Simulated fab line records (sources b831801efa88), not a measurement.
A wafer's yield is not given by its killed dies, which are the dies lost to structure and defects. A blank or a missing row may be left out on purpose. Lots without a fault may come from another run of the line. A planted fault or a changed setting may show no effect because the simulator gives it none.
Chamber matching :: flow sky130 :: SKY_VIA2_ETCH_14 on rie-diel-04: 4 sister chambers
The step etches BARC in N2/H2, stops on SiO2, time 45.9 s, target depth 60 nm. 4 wafers are shown with their chamber, then 7 later ones without.

EACH WAFER AND ITS CHAMBER
wafer: L089.1
chamber: 0
drypump-motor-current-A (A): 5.5

wafer: L089.2
chamber: 3
drypump-motor-current-A (A): 6.1

wafer: L089.4
chamber: 2
drypump-motor-current-A (A): 6.2

wafer: L089.5
chamber: 1
drypump-motor-current-A (A): 5.4

WAFERS WITH NO CHAMBER GIVEN
wafer: L089.6
drypump-motor-current-A (A): 6.2

wafer: L096.1
drypump-motor-current-A (A): 6.0

wafer: L096.2
drypump-motor-current-A (A): 5.4

wafer: L096.3
drypump-motor-current-A (A): 6.2

wafer: L096.4
drypump-motor-current-A (A): 5.5

wafer: L096.5
drypump-motor-current-A (A): 6.0

wafer: L096.6
drypump-motor-current-A (A): 6.2

CHAMBER TAKEN BY EACH
wafer: L089.6
from the rows above: can't be placed: 2 or 3
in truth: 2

wafer: L096.1
from the rows above: can't be placed: 3 or 2
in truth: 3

wafer: L096.2
from the rows above: can't be placed: 1 or 0
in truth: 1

wafer: L096.3
from the rows above: can't be placed: 2 or 3
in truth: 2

wafer: L096.4
from the rows above: can't be placed: 0 or 1
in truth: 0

wafer: L096.5
from the rows above: can't be placed: 3 or 2
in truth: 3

wafer: L096.6
from the rows above: can't be placed: 2 or 3
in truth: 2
Placed correctly: 0 of 7. Can't be placed from these rows: 7 (the true chamber is among the candidates in 7). Wrongly placed: 0.
How it was worked out, from the rows above alone: a wafer's distance from a chamber is the root of the sum, over the readings, of the square of ((its reading less the chamber's mean) divided by the reading's scatter). The wafer belongs to the nearest chamber; if the next one is less than 2 further off, it can't be placed. The mean given for a chamber averages the wafers shown for that chamber. The scatter: with one shown wafer a chamber, the root of the mean of the squares of how far each hidden wafer lies from its nearest shown one.
